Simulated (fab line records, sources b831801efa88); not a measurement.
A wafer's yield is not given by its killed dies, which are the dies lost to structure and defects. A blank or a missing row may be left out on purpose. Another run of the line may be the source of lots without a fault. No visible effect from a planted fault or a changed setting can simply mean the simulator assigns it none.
fab line records	flow sky130
[record] lots = 24	wafers = 72	last-day = 50
route steps=708 shown NWELL@34 LDD_P@265 SD_P@359 CONTACT@425 METAL1@453 CAPM@537
lots untouched by any fault: they come from a run of this same line in which no faults occurred
start-h: hours from the record's opening day to when the first of the lot's shown wafers began	wait-h: hours from the lot's prior step to this one	" unchanged from the row above	L1.1+2: one row covering several wafers at once	- either no value or no given start	* or withheld: withheld	< > ~ a bound
route shown NAME@n: NAME is a module with steps in the file, n the number in the route of the first one	usual: mean/standard deviation taken from wafers without a fault	same: alike in all rows	chamber/n: place in a boat	sites: readings site by site	_std_site: standard deviation of those values	_edge_site: mean of outer sites minus mean of inner sites	radius-mm: for every site, how far away it sits from the centre of the wafer	mask NAME#n: copy n	behind: the last tool/chamber to shape the wafer	hold: why the lot was held/for how many hours/how that ended	device: which transistor (n, p or np) failed to switch	end of line: the tests these same wafers got at the end of their route	for a step that has no rows: nothing shown but its recipe	killed: not the wafer's yield, but the dies lost to structure and defects at the first sort	map: per-die view of a wafer (x killed, . not killed, _ where there is no die)
set.NAME: the setting as run; set.NAME@STEP: as run at that earlier step	model.NAME: the simulator's own value behind a step, which no gauge read
a sample of lots followed through the steps of the route, with each step as a table and each wafer as a row
services: when a tool's chamber went out of use (start-h, in hours from the record's first day, below 0 if earlier), for how many hours, and the reason
[[steps]]
[step SKY_NWELL_THK_MEAS_02]
[recipe] reads = SiO2_of_NWELL_OXIDATION_01
[usual] NWELL_OXIDATION_THK = 10.09/0.2
lot.wafer	tool	chamber	start-h	wait-h	NWELL_OXIDATION_THK[nm]
L074.1	film-metro-03	-	35.40	0.0	10.16
L074.4	"	-	"	"	10.21
L074.6	"	-	"	"	10.08
L075.3	film-metro-04	-	41.54	0.0	10.27
L075.5	"	-	"	"	10.28
L075.6	"	-	"	"	10.12
L076.1	film-metro-03	-	47.51	0.0	10.03
L076.2	"	-	"	"	10.19
L076.4	"	-	"	"	9.93
L077.1	film-metro-01	-	52.26	0.0	10.05
L077.4	"	-	"	"	10.01
L077.5	"	-	"	"	10.10
L078.1	film-metro-03	-	58.42	0.0	9.99
L078.2	"	-	"	"	10.00
L078.6	"	-	"	"	9.84
L079.1	film-metro-03	-	63.03	0.0	9.97
L079.3	"	-	"	"	10.04
L079.4	"	-	"	"	9.70
L080.1	film-metro-01	-	68.03	0.0	10.01
L080.5	"	-	"	"	9.96
L080.6	"	-	"	"	9.81
L081.1	film-metro-01	-	74.59	0.0	9.91
L081.3	"	-	"	"	9.69
L081.5	"	-	"	"	9.89
L082.1	film-metro-01	-	78.69	0.0	9.79
L082.4	"	-	"	"	9.76
L082.5	"	-	"	"	9.81
L083.1	film-metro-03	-	81.33	0.0	10.27
L083.3	"	-	"	"	10.29
L083.6	"	-	"	"	10.34
L084.2	film-metro-03	-	87.76	0.0	9.92
L084.3	"	-	"	"	9.77
L084.4	"	-	"	"	9.78
L085.1	film-metro-01	-	93.03	0.0	10.04
L085.2	"	-	"	"	10.05
L085.4	"	-	"	"	9.98
L086.2	film-metro-03	-	98.30	0.0	10.11
L086.3	"	-	"	"	10.01
L086.5	"	-	"	"	10.09
L087.1	film-metro-03	-	103.45	0.0	10.46
L087.2	"	-	"	"	10.18
L087.3	"	-	"	"	10.25
L088.1	film-metro-03	-	111.25	0.0	10.30
L088.3	"	-	"	"	10.29
L088.4	"	-	"	"	10.38
L089.2	film-metro-01	-	114.16	0.0	9.99
L089.4	"	-	"	"	10.03
L089.5	"	-	"	"	9.94
L090.4	film-metro-04	-	119.77	0.0	10.12
L090.5	"	-	"	"	10.09
L090.6	"	-	"	"	10.06
L091.4	film-metro-01	-	126.44	0.0	10.00
L091.5	"	-	"	"	9.85
L091.6	"	-	"	"	9.73
L092.1	film-metro-04	-	130.84	0.0	10.03
L092.5	"	-	"	"	9.92
L092.6	"	-	"	"	10.05
L093.1	film-metro-01	-	133.75	0.0	10.34
L093.5	"	-	"	"	10.22
L093.6	"	-	"	"	10.51
L094.1	film-metro-04	-	139.37	0.0	10.48
L094.2	"	-	"	"	10.29
L094.5	"	-	"	"	10.29
L095.2	film-metro-03	-	144.18	0.0	10.42
L095.3	"	-	"	"	10.23
L095.4	"	-	"	"	10.28
L096.3	film-metro-03	-	149.70	0.0	10.27
L096.4	"	-	"	"	10.18
L096.5	"	-	"	"	10.12
L097.2	film-metro-03	-	158.22	0.0	10.07
L097.3	"	-	"	"	10.14
L097.6	"	-	"	"	10.11
[step SKY_LDD_P_STRIP_10]
[recipe] chemistry = O2/N2	power-w = 1400	pressure-mtorr = 1500	platen-temp-c = withheld	o2-flow-sccm = 3000	n2-flow-sccm = 300	overash-fraction = 0.5
[usual] chamber-pressure-mTorr = 1500.1/1.2	drypump-motor-current-A = 5.7/0.39	o2-flow-sccm = 3000/10	oes-product-au = 0.715/0.0044	strip-time-to-endpoint-s = 14.16/0.037
lot.wafer	tool	chamber	start-h	wait-h	chamber-pressure-mTorr	drypump-motor-current-A	o2-flow-sccm	oes-product-au	rf-hours-counter-h	strip-time-to-endpoint-s
L074.1	plasma-asher-01	0	427.18	0.1	1498.5	5.9	2997	0.714	31	14.24
L074.4	"	0	"	"	1501.8	5.9	2988	0.712	-	14.24
L074.6	"	1	"	"	1501.2	5.9	2995	0.718	-	14.19
L075.3	plasma-asher-01	1	440.11	0.1	1501.1	6.0	3006	0.713	-	14.22
L075.5	"	1	"	"	1500.2	5.9	3008	0.712	-	14.25
L075.6	"	0	"	"	1499.1	5.9	3001	0.707	-	14.19
L076.1	plasma-asher-03	1	452.62	0.1	1501.6	5.7	3008	0.716	2	14.17
L076.2	"	0	"	"	1497.8	6.0	2994	0.716	2	14.20
L076.4	"	0	"	"	1500.2	6.0	3013	0.723	-	14.14
L077.1	plasma-asher-03	0	459.28	0.1	1499.5	6.0	3002	0.721	3	14.15
L077.4	"	1	"	"	1498.2	5.6	2995	0.722	-	14.15
L077.5	"	1	"	"	1499.9	5.7	2990	0.710	-	14.14
L078.1	plasma-asher-01	1	475.77	0.1	1500.4	6.0	2987	0.714	36	14.15
L078.2	"	0	"	"	1501.6	5.9	3003	0.715	36	14.20
L078.6	"	1	"	"	1500.3	6.0	2976	0.727	-	14.15
L079.1	plasma-asher-01	0	481.77	0.1	1499.0	5.9	3003	0.712	36	14.16
L079.3	"	1	"	"	1501.0	5.9	3000	0.713	-	14.15
L079.4	"	0	"	"	1501.3	5.9	3004	0.716	-	14.13
L080.1	plasma-asher-04	1	483.37	0.1	1501.1	5.9	3022	0.720	77	14.17
L080.5	"	1	"	"	1499.9	5.8	3010	0.712	-	14.15
L080.6	"	0	"	"	1499.0	4.8	3005	0.711	-	14.17
L081.1	plasma-asher-03	0	494.42	0.1	1501.4	6.0	2999	0.711	6	14.07
L081.3	"	0	"	"	1499.3	6.0	3016	0.711	-	14.10
L081.5	"	1	"	"	1500.4	5.6	3011	0.721	-	14.12
L082.1	plasma-asher-03	0	502.02	0.1	1499.9	6.0	2998	0.719	7	14.22
L082.4	"	1	"	"	1499.9	5.6	3008	0.714	-	14.20
L082.5	"	1	"	"	1498.6	5.6	3005	0.714	-	14.15
L083.1	plasma-asher-03	0	513.12	0.1	1499.9	6.0	2989	0.714	8	14.17
L083.3	"	1	"	"	1501.3	5.6	2999	0.713	-	14.16
L083.6	"	1	"	"	1499.1	5.7	2997	0.712	-	14.18
L084.2	plasma-asher-04	1	523.97	0.1	1499.8	5.8	3005	0.714	81	14.18
L084.3	"	0	"	"	1497.5	4.8	2998	0.717	-	14.19
L084.4	"	1	"	"	1500.8	5.9	2997	0.710	-	14.21
L085.1	plasma-asher-01	0	532.69	0.1	1499.4	5.9	2991	0.707	41	14.15
L085.2	"	1	"	"	1500.2	5.9	3000	0.719	41	14.16
L085.4	"	1	"	"	1501.4	5.9	3002	0.718	-	14.15
L086.2	plasma-asher-04	0	542.82	0.1	1500.4	4.8	2982	0.710	83	14.12
L086.3	"	0	"	"	1497.4	4.8	2990	0.714	-	14.14
L086.5	"	1	"	"	1500.4	5.9	2994	0.713	-	14.13
L087.1	plasma-asher-03	1	551.87	0.1	1500.7	5.6	3003	0.722	12	14.15
L087.2	"	0	"	"	1499.3	6.0	3027	0.718	12	14.18
L087.3	"	1	"	"	1500.3	5.6	2991	0.718	-	14.20
L088.1	plasma-asher-04	0	563.12	0.1	1499.9	4.8	2993	0.720	85	14.19
L088.3	"	0	"	"	1502.0	4.8	3000	0.710	-	14.14
L088.4	"	1	"	"	1498.8	5.9	2999	0.716	-	14.18
L089.2	plasma-asher-03	1	571.06	0.1	1501.4	5.6	3010	0.721	14	14.14
L089.4	"	0	"	"	1501.7	6.0	3012	0.713	-	14.15
L089.5	"	1	"	"	1502.2	5.7	2995	0.709	-	14.16
L090.4	plasma-asher-03	1	573.03	0.1	1501.8	5.7	3017	0.714	-	14.15
L090.5	"	1	"	"	1499.3	5.7	3013	0.721	-	14.12
L090.6	"	0	"	"	1500.5	6.0	3008	0.726	-	14.16
L091.4	plasma-asher-03	1	584.91	0.1	1500.1	5.6	2995	0.708	-	14.09
L091.5	"	0	"	"	1498.4	6.0	2995	0.718	-	14.09
L091.6	"	1	"	"	1501.2	5.7	2978	0.714	-	14.09
L092.1	plasma-asher-04	1	591.97	0.1	1499.1	5.8	2978	0.707	88	14.16
L092.5	"	0	"	"	1498.0	4.8	2981	0.721	-	14.14
L092.6	"	1	"	"	1497.6	5.9	2990	0.720	-	14.19
L093.1	plasma-asher-04	0	596.82	0.1	1499.0	4.8	2999	0.714	89	14.15
L093.5	"	1	"	"	1500.2	5.9	3005	0.714	-	14.22
L093.6	"	0	"	"	1501.4	4.8	2991	0.708	-	14.18
L094.1	plasma-asher-03	0	600.13	0.1	1499.0	6.0	3000	0.714	16	14.16
L094.2	"	1	"	"	1503.2	5.6	3003	0.709	16	14.17
L094.5	"	1	"	"	1500.2	5.6	3010	0.719	-	14.18
L095.2	plasma-asher-03	0	613.77	0.1	1501.2	6.0	2994	0.722	18	14.22
L095.3	"	0	"	"	1500.3	6.0	3002	0.713	-	14.20
L095.4	"	1	"	"	1499.9	5.7	2988	0.713	-	14.18
L096.3	plasma-asher-01	0	621.05	0.1	1501.9	5.9	3007	0.712	-	14.16
L096.4	"	1	"	"	1501.0	5.9	2988	0.708	-	14.16
L096.5	"	0	"	"	1500.6	5.9	3009	0.709	-	14.14
L097.2	plasma-asher-04	1	632.52	0.1	1500.1	5.9	2999	0.715	92	14.19
L097.3	"	0	"	"	1497.2	4.8	3004	0.708	-	14.22
L097.6	"	1	"	"	1499.2	5.9	3010	0.715	-	14.19
[step SKY_SD_N_RS_MEAS_17]
[recipe] thk-meas-gauge = four-point-probe
[usual] SD_P_RS = 147.12/0.29
lot.wafer	tool	chamber	start-h	wait-h	SD_P_RS[ohm/sq]
L074.1	film-metro-04	-	641.78	0.1	147.03
L074.4	"	-	"	"	146.91
L074.6	"	-	"	"	147.21
L075.3	film-metro-04	-	653.14	0.1	147.19
L075.5	"	-	"	"	147.32
L075.6	"	-	"	"	147.61
L076.1	film-metro-03	-	663.70	0.1	146.80
L076.2	"	-	"	"	146.67
L076.4	"	-	"	"	146.86
L077.1	film-metro-04	-	670.15	0.1	147.58
L077.4	"	-	"	"	147.63
L077.5	"	-	"	"	147.65
L078.1	film-metro-02	-	685.28	0.1	147.16
L078.2	"	-	"	"	146.91
L078.6	"	-	"	"	147.38
L079.1	film-metro-02	-	690.54	0.1	146.55
L079.3	"	-	"	"	147.19
L079.4	"	-	"	"	147.01
L080.1	film-metro-03	-	692.17	0.1	147.24
L080.5	"	-	"	"	147.03
L080.6	"	-	"	"	147.30
L081.1	film-metro-04	-	701.53	0.1	147.17
L081.3	"	-	"	"	147.57
L081.5	"	-	"	"	147.13
L082.1	film-metro-02	-	710.03	0.1	146.95
L082.4	"	-	"	"	147.13
L082.5	"	-	"	"	146.65
L083.1	film-metro-04	-	718.88	0.1	147.33
L083.3	"	-	"	"	147.12
L083.6	"	-	"	"	146.80
L084.2	film-metro-04	-	726.87	0.1	146.95
L084.3	"	-	"	"	147.46
L084.4	"	-	"	"	147.07
L085.1	film-metro-04	-	737.59	0.1	147.19
L085.2	"	-	"	"	146.89
L085.4	"	-	"	"	147.50
L086.2	film-metro-02	-	747.15	0.1	146.93
L086.3	"	-	"	"	147.10
L086.5	"	-	"	"	147.12
L087.1	film-metro-04	-	758.60	0.1	147.11
L087.2	"	-	"	"	147.55
L087.3	"	-	"	"	147.02
L088.1	film-metro-02	-	762.98	0.1	146.78
L088.3	"	-	"	"	147.32
L088.4	"	-	"	"	147.61
L089.2	film-metro-04	-	771.31	0.1	147.17
L089.4	"	-	"	"	147.23
L089.5	"	-	"	"	147.16
L090.4	film-metro-04	-	773.55	0.1	147.11
L090.5	"	-	"	"	147.01
L090.6	"	-	"	"	147.08
L091.4	film-metro-03	-	782.44	0.1	146.96
L091.5	"	-	"	"	146.64
L091.6	"	-	"	"	146.87
L092.1	film-metro-04	-	790.68	0.1	146.88
L092.5	"	-	"	"	147.06
L092.6	"	-	"	"	147.28
L093.1	film-metro-02	-	793.24	0.1	147.37
L093.5	"	-	"	"	147.04
L093.6	"	-	"	"	146.94
L094.1	film-metro-03	-	798.27	0.1	146.90
L094.2	"	-	"	"	147.57
L094.5	"	-	"	"	146.62
L095.2	film-metro-03	-	807.45	0.1	147.36
L095.3	"	-	"	"	147.26
L095.4	"	-	"	"	147.66
L096.3	film-metro-03	-	817.38	0.1	146.95
L096.4	"	-	"	"	146.54
L096.5	"	-	"	"	146.44
L097.2	film-metro-04	-	825.87	0.1	147.05
L097.3	"	-	"	"	147.03
L097.6	"	-	"	"	147.41
[step SKY_CONTACT_STRIP_19]
[recipe] chemistry = O2/N2	power-w = 1400	pressure-mtorr = 1500	platen-temp-c = withheld	o2-flow-sccm = 3000	n2-flow-sccm = 300	overash-fraction = 0.5
[usual] chamber-pressure-mTorr = 1500.1/1.4	drypump-motor-current-A = 5.7/0.42	o2-flow-sccm = 3000/8.2	oes-product-au = 0.380/0.0048	strip-time-to-endpoint-s = 3.62/0.037
lot.wafer	tool	chamber	start-h	wait-h	chamber-pressure-mTorr	drypump-motor-current-A	o2-flow-sccm	oes-product-au	rf-hours-counter-h	strip-time-to-endpoint-s
L074.1	plasma-asher-01	1	728.96	-	1498.7	5.9	2997	0.386	62	3.68
L074.4	"	1	"	"	1498.2	5.9	2988	0.386	-	3.65
L074.6	"	1	"	"	1500.0	5.9	2999	0.381	-	3.60
L075.3	plasma-asher-02	1	740.80	-	1502.2	5.6	3006	0.387	-	3.60
L075.5	"	1	"	"	1498.9	5.6	2997	0.382	-	3.64
L075.6	"	0	"	"	1500.6	6.0	3001	0.382	-	3.62
L076.1	plasma-asher-01	1	751.37	-	1501.8	5.9	3001	0.382	64	3.65
L076.2	"	0	"	"	1501.9	5.9	2996	0.375	64	3.60
L076.4	"	1	"	"	1499.7	5.9	3005	0.385	-	3.64
L077.1	plasma-asher-01	1	756.61	-	1499.6	5.9	2996	0.378	65	3.62
L077.4	"	0	"	"	1501.3	5.9	2997	0.385	-	3.63
L077.5	"	1	"	"	1502.4	5.9	2995	0.384	-	3.62
L078.1	plasma-asher-04	1	771.27	-	1500.0	5.9	2998	0.381	3	3.65
L078.2	"	0	"	"	1498.5	4.8	2994	0.370	3	3.63
L078.6	"	0	"	"	1499.1	4.8	2993	0.391	-	3.69
L079.1	plasma-asher-04	1	775.48	-	1500.7	5.8	2992	0.377	3	3.63
L079.3	"	0	"	"	1500.2	4.8	3022	0.371	-	3.61
L079.4	"	1	"	"	1500.5	5.8	2995	0.379	-	3.53
L080.1	plasma-asher-02	1	778.77	-	1500.3	5.6	2997	0.380	94	3.65
L080.5	"	0	"	"	1499.6	6.0	3000	0.386	-	3.66
L080.6	"	1	"	"	1499.6	5.5	3000	0.384	-	3.67
L081.1	plasma-asher-01	0	785.72	-	1500.0	5.9	3004	0.381	68	3.64
L081.3	"	1	"	"	1500.7	6.0	3006	0.378	-	3.60
L081.5	"	0	"	"	1499.3	5.9	3008	0.381	-	3.64
L082.1	plasma-asher-04	1	794.32	-	1498.1	5.9	3009	0.380	5	3.64
L082.4	"	0	"	"	1502.2	4.8	2997	0.387	-	3.68
L082.5	"	1	"	"	1498.9	5.9	3005	0.383	-	3.67
L083.1	plasma-asher-04	0	802.15	-	1501.1	4.8	2999	0.376	6	3.60
L083.3	"	0	"	"	1500.5	4.8	2998	0.379	-	3.60
L083.6	"	1	"	"	1502.2	5.9	2998	0.373	-	3.63
L084.2	plasma-asher-01	0	809.96	-	1500.4	5.9	2999	0.393	70	3.63
L084.3	"	1	"	"	1499.9	5.9	3011	0.375	-	3.60
L084.4	"	0	"	"	1499.8	5.9	2992	0.378	-	3.63
L085.1	plasma-asher-02	1	820.32	-	1502.5	5.6	3018	0.388	98	3.62
L085.2	"	0	"	"	1500.9	6.0	3009	0.376	98	3.62
L085.4	"	0	"	"	1502.1	6.0	3006	0.381	-	3.59
L086.2	plasma-asher-04	1	830.75	-	1497.3	5.9	2997	0.381	9	3.56
L086.3	"	1	"	"	1500.9	5.9	3000	0.380	-	3.56
L086.5	"	0	"	"	1499.9	4.8	2998	0.374	-	3.54
L087.1	plasma-asher-02	0	841.11	-	1503.1	6.0	3007	0.380	100	3.65
L087.2	"	1	"	"	1498.4	5.6	3001	0.377	100	3.64
L087.3	"	0	"	"	1500.6	6.0	2994	0.382	-	3.68
L088.1	plasma-asher-01	1	845.96	-	1498.5	5.9	2992	0.373	74	3.55
L088.3	"	1	"	"	1501.1	5.9	3010	0.374	-	3.62
L088.4	"	0	"	"	1498.3	5.9	2991	0.381	-	3.62
L089.2	plasma-asher-01	1	855.66	-	1500.8	5.9	2999	0.381	75	3.64
L089.4	"	1	"	"	1501.3	5.9	3004	0.378	-	3.63
L089.5	"	1	"	"	1498.6	5.9	3004	0.377	-	3.61
L090.4	plasma-asher-04	1	856.31	-	1500.5	5.9	3007	0.384	-	3.61
L090.5	"	1	"	"	1497.5	5.9	3007	0.378	-	3.56
L090.6	"	0	"	"	1500.4	4.8	3005	0.382	-	3.64
L091.4	plasma-asher-01	1	864.44	-	1500.9	5.9	3006	0.380	-	3.63
L091.5	"	0	"	"	1501.0	5.9	3003	0.384	-	3.64
L091.6	"	1	"	"	1499.8	5.9	3015	0.381	-	3.64
L092.1	plasma-asher-01	1	872.96	-	1499.6	5.9	3006	0.384	77	3.60
L092.5	"	1	"	"	1500.8	6.0	2991	0.378	-	3.54
L092.6	"	0	"	"	1498.9	5.9	3001	0.381	-	3.59
L093.1	plasma-asher-01	0	875.82	-	1498.6	5.9	2986	0.382	77	3.61
L093.5	"	0	"	"	1498.6	5.9	2998	0.375	-	3.66
L093.6	"	1	"	"	1500.5	5.9	2993	0.380	-	3.62
L094.1	plasma-asher-01	0	881.85	-	1501.1	5.9	2998	0.379	77	3.56
L094.2	"	1	"	"	1498.4	5.9	3005	0.385	77	3.55
L094.5	"	1	"	"	1496.9	5.9	3008	0.375	-	3.58
L095.2	plasma-asher-04	0	890.37	-	1501.2	4.8	2999	0.382	15	3.57
L095.3	"	0	"	"	1499.6	4.8	3007	0.384	-	3.64
L095.4	"	1	"	"	1500.5	5.9	2990	0.380	-	3.66
L096.3	plasma-asher-01	0	899.09	-	1497.6	5.9	2987	0.382	-	3.62
L096.4	"	1	"	"	1500.8	6.0	2979	0.387	-	3.63
L096.5	"	0	"	"	1502.8	5.9	2997	0.377	-	3.58
L097.2	plasma-asher-04	1	907.17	-	1500.7	5.9	2997	0.375	16	3.57
L097.3	"	1	"	"	1498.7	5.9	3022	0.378	-	3.52
L097.6	"	0	"	"	1499.0	4.8	3000	0.379	-	3.63
[step SKY_METAL1_METAL_ETCH_19]
[recipe] target-depth-a = 3600	stop-on = SiO2	over-etch-frac = 0.3	time-s = 78	chemistry = Cl2/BCl3	resist-sidewall-deg = 88	pressure-mtorr = 10	icp-w = 900	bias-w = 48.5	Cl2_flow_sccm = 60	bcl3-flow-sccm = 30
[usual] chamber-pressure-mTorr = 9.999/0.0094	drypump-motor-current-A = 5.7/0.33	oes-product-au = 0.854/0.0061	throttle-valve-pct = 22.265/0.0091
lot.wafer	tool	chamber	start-h	wait-h	chamber-pressure-mTorr	drypump-motor-current-A	oes-product-au	rf-hours-counter-h	throttle-valve-pct
L074.1	rie-metal-02	1	757.72	0.0	9.984	5.6	0.855	0	22.254
L074.4	"	1	"	"	10.004	5.7	0.849	-	22.274
L074.6	"	0	"	"	10.003	5.1	0.851	-	22.285
L075.3	rie-metal-03	0	768.55	0.1	10.005	5.7	0.853	-	22.265
L075.5	"	0	"	"	10.004	5.7	0.850	-	22.271
L075.6	"	1	"	"	9.993	6.2	0.857	-	22.264
L076.1	rie-metal-03	1	779.39	0.0	10.012	6.3	0.846	15	22.262
L076.2	"	0	"	"	10.002	5.7	0.854	8	22.261
L076.4	"	1	"	"	9.990	6.3	0.848	-	22.261
L077.1	rie-metal-01	0	784.14	0.0	10.006	5.5	0.837	5	22.271
L077.4	"	0	"	"	9.993	5.5	0.845	-	22.259
L077.5	"	0	"	"	9.990	5.5	0.850	-	22.276
L078.1	rie-metal-02	1	798.77	0.0	10.004	5.6	0.852	2	22.258
L078.2	"	0	"	"	10.010	5.1	0.853	14	22.254
L078.6	"	0	"	"	9.986	5.2	0.856	-	22.267
L079.1	rie-metal-03	0	803.27	0.0	10.015	5.7	0.864	10	22.271
L079.3	"	1	"	"	9.987	6.2	0.860	-	22.266
L079.4	"	0	"	"	9.989	5.7	0.858	-	22.261
L080.1	rie-metal-02	1	805.42	0.0	10.019	5.6	0.855	2	22.256
L080.5	"	1	"	"	10.003	5.6	0.857	-	22.260
L080.6	"	0	"	"	10.003	5.1	0.853	-	22.259
L081.1	rie-metal-03	1	813.69	0.0	10.010	6.3	0.862	16	22.265
L081.3	"	0	"	"	9.986	5.7	0.844	-	22.254
L081.5	"	1	"	"	9.999	6.2	0.847	-	22.273
L082.1	rie-metal-02	0	821.32	0.0	9.990	5.2	0.854	15	22.263
L082.4	"	1	"	"	10.016	5.6	0.858	-	22.249
L082.5	"	0	"	"	9.998	5.2	0.857	-	22.267
L083.1	rie-metal-02	1	830.64	0.0	10.002	5.6	0.850	3	22.264
L083.3	"	0	"	"	10.010	5.1	0.851	-	22.266
L083.6	"	0	"	"	10.002	5.1	0.844	-	22.261
L084.2	rie-metal-03	0	838.05	0.1	9.998	5.7	0.859	11	22.261
L084.3	"	0	"	"	10.010	5.7	0.852	-	22.261
L084.4	"	1	"	"	9.993	6.3	0.858	-	22.253
L085.1	rie-metal-01	1	848.12	0.0	10.015	5.8	0.857	12	22.272
L085.2	"	0	"	"	10.007	5.5	0.852	7	22.281
L085.4	"	0	"	"	9.992	5.5	0.856	-	22.277
L086.2	rie-metal-03	1	859.19	0.0	9.995	6.2	0.845	18	22.273
L086.3	"	0	"	"	10.008	5.7	0.858	-	22.252
L086.5	"	0	"	"	9.991	5.7	0.852	-	22.264
L087.1	rie-metal-02	1	868.71	0.1	9.996	5.6	0.844	5	22.269
L087.2	"	1	"	"	10.007	5.6	0.848	-	22.254
L087.3	"	1	"	"	10.016	5.6	0.843	-	22.257
L088.1	rie-metal-03	1	873.74	0.0	9.995	6.3	0.849	19	22.265
L088.3	"	1	"	"	9.986	6.2	0.846	-	22.260
L088.4	"	0	"	"	9.987	5.7	0.859	-	22.266
L089.2	rie-metal-01	0	882.82	0.0	9.995	5.5	0.856	9	22.277
L089.4	"	1	"	"	9.998	5.8	0.857	-	22.255
L089.5	"	0	"	"	9.995	5.5	0.859	-	22.269
L090.4	rie-metal-02	1	883.92	0.1	10.002	5.6	0.842	-	22.258
L090.5	"	0	"	"	9.988	5.1	0.863	-	22.259
L090.6	"	1	"	"	10.002	5.6	0.855	-	22.267
L091.4	rie-metal-03	0	892.66	0.1	9.999	5.7	0.859	-	22.276
L091.5	"	0	"	"	9.995	5.7	0.847	-	22.269
L091.6	"	0	"	"	10.002	5.7	0.854	-	22.274
L092.1	rie-metal-01	1	900.17	0.0	9.995	5.8	0.861	15	22.261
L092.5	"	0	"	"	9.993	5.5	0.855	-	22.252
L092.6	"	1	"	"	9.998	5.8	0.854	-	22.273
L093.1	rie-metal-03	0	903.22	0.1	10.003	5.7	0.845	14	22.271
L093.5	"	0	"	"	10.000	5.8	0.857	-	22.265
L093.6	"	0	"	"	9.981	5.7	0.859	-	22.274
L094.1	rie-metal-03	1	908.42	0.0	9.990	6.3	0.858	0	22.261
L094.2	"	0	"	"	10.000	5.7	0.860	15	22.272
L094.5	"	1	"	"	9.991	6.3	0.847	-	22.271
L095.2	rie-metal-01	0	917.70	0.1	9.994	5.5	0.861	-	22.244
L095.3	"	0	"	"	10.000	5.5	0.861	-	22.292
L095.4	"	0	"	"	10.004	5.5	0.856	-	22.275
L096.3	rie-metal-03	0	925.65	0.1	9.981	5.7	0.853	-	22.277
L096.4	"	1	"	"	10.013	6.3	0.852	-	22.259
L096.5	"	0	"	"	9.998	5.7	0.851	-	22.265
L097.2	rie-metal-03	1	933.77	0.0	10.006	6.3	0.856	1	22.264
L097.3	"	0	"	"	10.005	5.8	0.853	-	22.266
L097.6	"	0	"	"	10.018	5.8	0.851	-	22.267
[step SKY_CAPM_CVD_00]
[recipe] material = SiO2	target-thk-nm = 15.5	temp-c = 400	time-s = withheld	rf-w = 450
[usual] heater-power-w = 721/110
lot.wafer	tool	chamber	start-h	wait-h	heater-power-w
L074.1	pecvd-03	1	842.86	0.0	928
L074.4	"	2	"	"	535
L074.6	"	0	"	"	743
L075.3	pecvd-01	2	856.04	0.0	794
L075.5	"	1	"	"	708
L075.6	"	2	"	"	777
L076.1	pecvd-03	1	864.16	0.0	777
L076.2	"	2	"	"	640
L076.4	"	1	"	"	772
L077.1	pecvd-01	1	870.43	0.0	661
L077.4	"	0	"	"	683
L077.5	"	2	"	"	793
L078.1	pecvd-03	1	884.49	0.0	926
L078.2	"	2	"	"	613
L078.6	"	2	"	"	618
L079.1	pecvd-04	1	889.17	0.0	611
L079.3	"	0	"	"	814
L079.4	"	0	"	"	787
L080.1	pecvd-03	0	891.20	0.0	775
L080.5	"	1	"	"	827
L080.6	"	2	"	"	564
L081.1	pecvd-03	1	898.66	0.0	831
L081.3	"	0	"	"	694
L081.5	"	2	"	"	660
L082.1	pecvd-03	2	905.59	0.0	643
L082.4	"	1	"	"	879
L082.5	"	2	"	"	645
L083.1	pecvd-01	2	920.34	0.0	890
L083.3	"	0	"	"	740
L083.6	"	0	"	"	750
L084.2	pecvd-04	0	922.42	0.0	681
L084.3	"	2	"	"	610
L084.4	"	0	"	"	682
L085.1	pecvd-03	0	930.36	0.0	682
L085.2	"	2	"	"	660
L085.4	"	0	"	"	685
L086.2	pecvd-03	2	942.45	0.0	571
L086.3	"	0	"	"	783
L086.5	"	1	"	"	815
L087.1	pecvd-01	1	950.61	0.0	618
L087.2	"	2	"	"	914
L087.3	"	0	"	"	696
L088.1	pecvd-03	1	954.95	0.0	825
L088.3	"	2	"	"	662
L088.4	"	2	"	"	635
L089.2	pecvd-01	0	963.84	0.0	737
L089.4	"	1	"	"	721
L089.5	"	0	"	"	738
L090.4	pecvd-03	0	966.00	0.0	768
L090.5	"	1	"	"	797
L090.6	"	2	"	"	686
L091.4	pecvd-04	1	972.68	0.0	577
L091.5	"	0	"	"	655
L091.6	"	2	"	"	595
L092.1	pecvd-01	0	977.90	0.0	752
L092.5	"	0	"	"	747
L092.6	"	1	"	"	668
L093.1	pecvd-04	1	982.26	0.0	648
L093.5	"	1	"	"	643
L093.6	"	2	"	"	589
L094.1	pecvd-04	1	988.12	0.0	547
L094.2	"	2	"	"	647
L094.5	"	2	"	"	665
L095.2	pecvd-03	2	996.71	0.0	550
L095.3	"	0	"	"	712
L095.4	"	2	"	"	543
L096.3	pecvd-01	2	1003.51	0.0	897
L096.4	"	2	"	"	863
L096.5	"	1	"	"	686
L097.2	pecvd-01	2	1011.36	0.0	850
L097.3	"	0	"	"	649
L097.6	"	2	"	"	852
[[services]]
tool	chamber	start-h	hours	kind
plasma-asher-01	-	420.99	1.3	repair
plasma-asher-03	-	421.25	9.0	pm
pecvd-03	2	468.09	2.1	repair
plasma-asher-01	-	488.50	1.9	repair
pecvd-03	-	499.54	10.0	repair
plasma-asher-03	-	588.20	2.9	repair
rie-metal-03	0	594.03	81.8	repair
plasma-asher-04	-	637.50	14.6	pm
plasma-asher-03	-	658.24	15.6	pm
rie-metal-03	-	674.80	0.7	repair
pecvd-03	-	723.28	1.6	repair
rie-metal-03	-	723.67	0.5	repair
plasma-asher-04	-	733.75	9.0	pm
plasma-asher-03	-	745.30	1.6	repair
pecvd-03	-	768.71	1.5	repair
pecvd-03	-	778.86	0.6	repair
plasma-asher-04	-	810.80	2.8	pm
plasma-asher-03	-	811.69	2.8	pm
rie-metal-03	0	944.44	4.7	repair
plasma-asher-04	-	972.01	10.1	pm
pecvd-03	-	972.89	2.8	pm
plasma-asher-04	-	986.84	3.7	repair
plasma-asher-04	-	988.01	4.1	repair
rie-metal-03	-	1004.13	2.8	pm
[[key]]
fault none
